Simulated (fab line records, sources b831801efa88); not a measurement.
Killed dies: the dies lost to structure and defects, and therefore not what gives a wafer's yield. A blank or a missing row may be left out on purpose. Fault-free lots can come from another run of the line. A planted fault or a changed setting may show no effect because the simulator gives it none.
Chamber matching :: flow gf180mcu :: cmp-02 running GF_V3_CMP_26: 4 sister chambers
The step polishes, stops on SiO2, t overpolish 15 s, target thk 0 nm. 4 wafers are shown with their chamber, then 10 later ones without.

== WAFERS, EACH WITH ITS CHAMBER ==
wafer: L794.2
chamber: 1
motor current A (A): 13.3

wafer: L796.3
chamber: 0
motor current A (A): 12.2

wafer: L801.1
chamber: 3
motor current A (A): 11.2

wafer: L801.4
chamber: 2
motor current A (A): 13.2

== WAFERS WHOSE CHAMBER IS MISSING ==
wafer: L801.5
motor current A (A): 12.6

wafer: L806.3
motor current A (A): 12.5

wafer: L806.4
motor current A (A): 12.8

wafer: L806.6
motor current A (A): 13.6

wafer: L808.1
motor current A (A): 12.8

wafer: L808.2
motor current A (A): 11.9

wafer: L808.3
motor current A (A): 12.6

wafer: L809.4
motor current A (A): 12.7

wafer: L809.5
motor current A (A): 12.5

wafer: L809.6
motor current A (A): 10.8

== WHICH CHAMBER EACH WENT THROUGH ==
wafer: L801.5
from the rows above: can't be placed: 0 or 2 or 1
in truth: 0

wafer: L806.3
from the rows above: can't be placed: 0 or 2 or 1
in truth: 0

wafer: L806.4
from the rows above: can't be placed: 2 or 1 or 0
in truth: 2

wafer: L806.6
from the rows above: can't be placed: 1 or 2
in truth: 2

wafer: L808.1
from the rows above: can't be placed: 2 or 1 or 0
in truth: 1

wafer: L808.2
from the rows above: can't be placed: 0 or 3
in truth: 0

wafer: L808.3
from the rows above: can't be placed: 0 or 2 or 1
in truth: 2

wafer: L809.4
from the rows above: can't be placed: 0 or 2 or 1
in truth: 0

wafer: L809.5
from the rows above: can't be placed: 0 or 2 or 1
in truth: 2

wafer: L809.6
from the rows above: 3
in truth: 3
1 of 10 placed correctly. Not placeable from these rows: 9 (in 9, the candidates include the true chamber). Number placed wrongly: 0.
How it was worked out, from the rows above alone: a wafer's distance from a chamber is the root of the sum, over the readings, of the square of ((its reading less the chamber's mean) divided by the reading's scatter). The wafer belongs to the nearest chamber; if the next one is less than 2 further off, it can't be placed. A chamber's mean is the mean of its shown wafers. The scatter: root of mean squared gap, hidden wafer to nearest shown wafer, with one shown wafer a chamber.
